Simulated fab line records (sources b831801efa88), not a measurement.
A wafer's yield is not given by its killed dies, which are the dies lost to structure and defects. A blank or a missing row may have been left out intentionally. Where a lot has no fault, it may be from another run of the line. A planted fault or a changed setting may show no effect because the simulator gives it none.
Matching of chambers / flow sky130 / rieDiel-01 running SKY_LI_CONTACT_ETCH_14: 4 sister chambers
The step etches BARC in N2/H2, stops on SiO2, time 45.9 s, target depth 60 nm. 4 wafers are shown with their chamber, then 11 later ones without.

== WAFERS WITH THEIR CHAMBER ==
wafer=L087.2; chamber=0; drypumpMotorCurrentA (A)=6.5
wafer=L088.3; chamber=3; drypumpMotorCurrentA (A)=5.5
wafer=L088.6; chamber=1; drypumpMotorCurrentA (A)=5.6
wafer=L091.1; chamber=2; drypumpMotorCurrentA (A)=6.4

== WAFERS WHOSE CHAMBER IS MISSING ==
wafer=L091.2; drypumpMotorCurrentA (A)=5.5
wafer=L091.3; drypumpMotorCurrentA (A)=5.6
wafer=L091.4; drypumpMotorCurrentA (A)=6.4
wafer=L091.5; drypumpMotorCurrentA (A)=5.5
wafer=L091.6; drypumpMotorCurrentA (A)=6.4
wafer=L090.1; drypumpMotorCurrentA (A)=5.6
wafer=L090.5; drypumpMotorCurrentA (A)=5.5
wafer=L090.6; drypumpMotorCurrentA (A)=6.4
wafer=L096.2; drypumpMotorCurrentA (A)=6.3
wafer=L096.4; drypumpMotorCurrentA (A)=5.5
wafer=L096.5; drypumpMotorCurrentA (A)=5.6

== CHAMBER TAKEN BY EACH ==
wafer=L091.2; from the rows above=3; in truth=3
wafer=L091.3; from the rows above=1; in truth=1
wafer=L091.4; from the rows above=2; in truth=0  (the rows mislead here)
wafer=L091.5; from the rows above=3; in truth=3
wafer=L091.6; from the rows above=2; in truth=2
wafer=L090.1; from the rows above=1; in truth=1
wafer=L090.5; from the rows above=3; in truth=3
wafer=L090.6; from the rows above=2; in truth=2
wafer=L096.2; from the rows above=2; in truth=2
wafer=L096.4; from the rows above=3; in truth=3
wafer=L096.5; from the rows above=1; in truth=1
Correct placement for 10 of the 11. Left unplaced by these rows: 0. Placed wrongly: 1.
How it was worked out, from the rows above alone: a wafer's distance from a chamber is the root of the sum, over the readings, of the square of ((its reading less the chamber's mean) divided by the reading's scatter). If the next closest chamber is less than 2 further off than the closest, the wafer can't be placed; otherwise it belongs to the closest. For every chamber, the mean is computed from those of its wafers that are shown. The scatter: with one shown wafer a chamber, the root of the mean of the squares of how far each hidden wafer lies from its nearest shown one.
